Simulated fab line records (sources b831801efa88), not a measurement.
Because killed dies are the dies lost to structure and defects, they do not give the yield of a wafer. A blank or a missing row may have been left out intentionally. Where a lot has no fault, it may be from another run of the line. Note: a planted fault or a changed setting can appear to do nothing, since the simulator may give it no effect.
Which tool did it?    flow gf180mcu    13 lots, 38 wafers sampled, at 3 steps of a route of 602

== WHAT THE GAUGES SHOWED, per wafer ==
GF_STI_THK_MEAS_04. Usual: STI_CVD_03_THK typically reads 207.1 nm, with standard deviation 2.2.
lot   measured     on             STI_CVD_03_THK (nm)  flag
L174  day 1 14:52  film_metro-02  204.6 206.2 205.2    
L177  day 2 05:33  film_metro-04  207.1 206.5 206.6    
L180  day 2 22:14  film_metro-04  208.7 206.6 206.7    
L182  day 3 07:32  film_metro-01  207.3 207.2 206.0    
L183  day 3 11:23  film_metro-01  206.6 208.4 207.6    
L185  day 3 21:08  film_metro-02  207.4 206.0 206.3    
L186  day 4 03:42  film_metro-04  210.0 208.7 209.7    
L187  day 4 07:34  film_metro-02  211.1 209.9          
L189  day 4 17:51  film_metro-02  208.5 207.5 208.7    
L190  day 4 21:34  film_metro-02  208.2 207.5 206.9    
L191  day 5 02:54  film_metro-04  202.9 203.4 205.0    
L192  day 5 08:33  film_metro-02  208.8 207.6 209.1    
L197  day 6 08:35  film_metro-02  207.6 207.6 205.6    

GF_STI_THK_MEAS_24. Usual: STI_CVD_23_THK typically reads 650 nm, with standard deviation 10.
lot   measured     on             STI_CVD_23_THK (nm)      flag
L174  day 2 03:52  film_metro-02  650 655 659              
L177  day 2 21:56  film_metro-01  645 630 643              
L180  day 3 12:31  film_metro-04  651 670 658              
L182  day 3 23:25  film_metro-04  650 667 646              
L183  day 4 02:49  film_metro-04  649 658 643              
L185  day 4 12:56  film_metro-02  640 658 641              
L186  day 4 19:08  film_metro-04  648 652 653              
L187  day 4 22:55  film_metro-04  640 631                  
L189  day 5 09:55  film_metro-04  602 592 611 603 592 611  OFF
L190  day 5 13:27  film_metro-02  675 658 656              
L191  day 5 19:11  film_metro-04  593 601 608 593 602 607  OFF
L192  day 6 01:41  film_metro-01  587 608 601 587 607 602  OFF
L197  day 7 06:38  film_metro-02  640 654 655              

== WHICH TOOL RAN EACH LOT (tool, then ch and the chambers of the sampled wafers, then the start) ==
lot   GF_STI_CVD_23
L174  hdpcvd-01 ch 0,1, day 2 03:46
L177  hdpcvd-02 ch 0,1, day 2 21:51
L180  hdpcvd-01 ch 0,1,2, day 3 12:26
L182  hdpcvd-01 ch 0,2, day 3 23:20
L183  hdpcvd-01 ch 0,1,2, day 4 02:45
L185  hdpcvd-02 ch 1,2, day 4 12:52
L186  hdpcvd-02 ch 0,2, day 4 19:04
L187  hdpcvd-02 ch 0,1, day 4 22:49
L189  hdpcvd-02 ch 1,2, day 5 09:49
L190  hdpcvd-01 ch 0,1,2, day 5 13:23
L191  hdpcvd-02 ch 0,1,2, day 5 19:06
L192  hdpcvd-02 ch 0,1,2, day 6 01:36
L197  hdpcvd-01 ch 0,1,2, day 7 06:32
- GF_STI_CVD_23: deposits SiO2, target thk 650 nm, time 108.3 s.

== AS READ BY THE TOOLS THEMSELVES (means over the sampled wafers that have a number; for cases with no such wafer, the mark the record gives instead) ==
GF_STI_CVD_23. Usual: pressure_mtorr 6.000 mTorr, standard deviation 0.013.
lot   tool       pressure_mtorr (mTorr)  flag
L174  hdpcvd-01  5.997                   
L177  hdpcvd-02  6.000                   
L180  hdpcvd-01  6.001                   
L182  hdpcvd-01  6.003                   
L183  hdpcvd-01  5.997                   
L185  hdpcvd-02  5.994                   
L186  hdpcvd-02  6.001                   
L187  hdpcvd-02  6.000                   
L189  hdpcvd-02  6.016                   
L190  hdpcvd-01  6.000                   
L191  hdpcvd-02  6.007                   
L192  hdpcvd-02  5.999                   
L197  hdpcvd-01  6.013                   

== THE ANSWER, worked out from the rows above alone ==
Rule: a lot counts as off when the mean over its wafers that have a number is more than 3 standard deviations away from the usual mean. Also off: a lot with no number at a reading for which 4 or more lots have one. Where the step has rows for the other lots, those lots are counted as sound. The gauges are gone through in route order, then the tools' own readings, and for those a lot's mean is taken as printed above. The first step at which some lot is off is used, and at that step the reading that is off furthest; a lot without a number counts as furthest.
Off: at GF_STI_THK_MEAS_24 (STI_CVD_23_THK), L189, L191, L192.
A tool fits if, at a process step before that reading, it ran every lot that is off, and no sound lot after the first of them. The gauges at GF_STI_THK_MEAS_24 are tried like those tools. One fits: hdpcvd-02 at GF_STI_CVD_23. A fault onset in the window from L187 (day 4 22:49, its last sound lot) to L189 (day 5 09:49, its first lot off) fits.

== WHAT THE SIMULATOR HAD INSERTED ==
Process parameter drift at GF_STI_CVD_23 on hdpcvd-02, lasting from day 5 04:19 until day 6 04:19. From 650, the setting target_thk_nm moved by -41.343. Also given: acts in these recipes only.
Lots struck among those shown: L189, L191, L192. Same finding as the rule above.
